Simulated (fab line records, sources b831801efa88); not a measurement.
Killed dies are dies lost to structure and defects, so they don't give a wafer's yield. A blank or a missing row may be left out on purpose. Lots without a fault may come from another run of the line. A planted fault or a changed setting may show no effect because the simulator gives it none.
A struck lot beside a sound one | flow sky130 | 16 steps out of a route of 708
Sound: wafers L796.2, L796.3, L796.5. Struck: wafers L800.3, L800.5, L800.6. The cause comes at the end.
At each step with rows: each side's tool, then ch and its chambers, then its first start. Under that, the readings that differ: sound wafers | struck wafers | difference of the means | sigmas: that difference in standard deviations of wafers without a fault.
alike: readings whose means differ by less than 2 such deviations, and words and numbers that are the same on both sides. not compared: withheld readings, readings that some wafer has no value for, bounds like >300 that may hide the same value, and numbers for which the record gives no deviation and whose values overlap.
The two part at a step that has a row with sigmas, a row that says differs or no value, or rows on one side only. Numbers that don't overlap but have no deviation are shown without sigmas and don't part them. A reading that every wafer of one side lacks parts them only if that side has two wafers or more.

first, 5 steps without rows for these wafers: SKY_SONOS_TUNNEL_COAT_02 (resist thk 1140 nm); SKY_SONOS_TUNNEL_SOFTBAKE_03 (time 60 s); SKY_SONOS_TUNNEL_EXPOSE_04 (exposes mask TUNM, target cd 410 nm); SKY_SONOS_TUNNEL_PEB_05; SKY_SONOS_TUNNEL_DEVELOP_06 (develop time 60 s).
SKY_SONOS_TUNNEL_CD_MEAS_07: target cd 410 nm.
  sound on cd_sem-01, day 11 16:47; struck on cd_sem-01, day 13 06:34
  alike: cd_nm
SKY_SONOS_TUNNEL_OVL_MEAS_08:
  sound on overlay-01, day 11 16:54; struck on overlay-02, day 13 06:39
  alike: SONOS_TUNNEL_OVL
then, 3 steps without rows for these wafers: SKY_SONOS_TUNNEL_IMPLANT_09; SKY_SONOS_TUNNEL_WET_ETCH_10 (etches SiO2 in dHF, target depth 14 nm, time 280 s); SKY_SONOS_TUNNEL_STRIP_11 (strips in SPM, time 600 s).
SKY_SONOS_TUNNEL_TW_MEAS_12:
  sound on film_metro-01, day 11 17:22; struck on film_metro-03, day 13 07:07
  alike: SONOS_TUNNEL_TW
then, 1 step without rows for these wafers: SKY_SONOS_TUNNEL_CLEAN_13 (cleans in dHF, time 20 s).
SKY_SONOS_ONO_OXIDATION_00: stabilise 600 s, purge 300 s, target thk 2.6 nm.
  sound on furnace-02 ch 0, day 11 17:56; struck on furnace-02 ch 0, day 13 07:46
  reading                                          | sound                | struck              | difference | sigmas
  spike_tc_bottom_C (C)                            | 817.4 818.5 818.5    | 842.7 841.8 841.3   | +23.8      | +16
  spike_tc_centre_C (C)                            | 799.1 799.7 798.5    | 824.0 823.6 824.5   | +24.9      | +18
  spike_tc_lower_C (C)                             | 801.2 801.2 799.5    | 825.2 824.8 824.8   | +24.3      | +24
  spike_tc_top_C (C)                               | 817 817 816          | 841 839 838         | +23        | +7
  spike_tc_upper_C (C)                             | 799.1 798.6 799.5    | 823.4 823.6 822.6   | +24.1      | +27
  tube_center_temp_C (C)                           | 800.12 800.09 800.02 | 823.8 823.74 823.82 | +23.7      | +99 or more
  tube_center_temp_C_max                           | 803.1 802.0 801.9    | 826.2 825.3 825.9   | +23.5      | +67
  model.SiO2_of_SONOS_ONO_OXIDATION_00.thk_nm (nm) | 2.626 2.591 2.626    | 3.661 3.613 3.699   | +1.043     |
  alike: zone_power_lower_pct
SKY_SONOS_ONO_THK_MEAS_01:
  sound on film_metro-04, day 11 19:17; struck on film_metro-03, day 13 09:07
  reading                      | sound          | struck         | difference | sigmas
  SONOS_ONO_OXIDATION_THK (nm) | 2.65 2.62 2.62 | 3.68 3.60 3.74 | +1.04      | +16
then, 1 step without rows for these wafers: SKY_SONOS_ONO_CVD_02 (deposits Si3N4 from DCS/NH3, target thk 10.5 nm, time 180 s).
-- the record jumps here: 34 days lie between the struck wafers' starts before and after (it left off in module SONOS_ONO and takes up again in module PAD_OPEN, whose first step shown is number 708 of the route) --
SKY_PAD_OPEN_PROBE_99:
  sound on prober-02, day 46 05:50; struck on prober-02, day 47 07:00
  reading                                     | sound  | struck          | difference | sigmas
  model.etest.sonos_erased.drive_ua_um        | 191.2  | 21.33 22.14     | -169.46    |
  model.etest.sonos_uncharged.r_on_ohm_um     | 802.3  | 847.1 837.9     | +40.2      |
  model.etest.sonos_erased.vt_v (V)           | -2.28  | -0.3922 -0.3973 | +1.8852    |
  model.etest.sonos_programmed.off_log10_a_um | -13.98 | -12.25 -11.5    | +2.11      |
  model.etest.cap_ono.gate_log10_a_cm2        | -8     | -9.289 -9.19    | -1.239     |
  model.etest.cap_ono.gate_bv_v (V)           | 16.72  | 17.84 16.89     | +0.65      |
  model.etest.cap_ono.tox_acc_nm (nm)         | 12.94  | 13.92 13.83     | +0.94      |
  model.etest.sonos_programmed.vt_v (V)       | 1.42   | 0.8413 0.786    | -0.6063    |

WHERE THEY PART
First at SKY_SONOS_ONO_OXIDATION_00; last, within this record, at SKY_SONOS_ONO_THK_MEAS_01.

WHY: what the simulator had put in
Process parameter drift: furnace-02, from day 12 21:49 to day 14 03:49, at SKY_SONOS_ONO_OXIDATION_00. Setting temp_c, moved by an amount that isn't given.
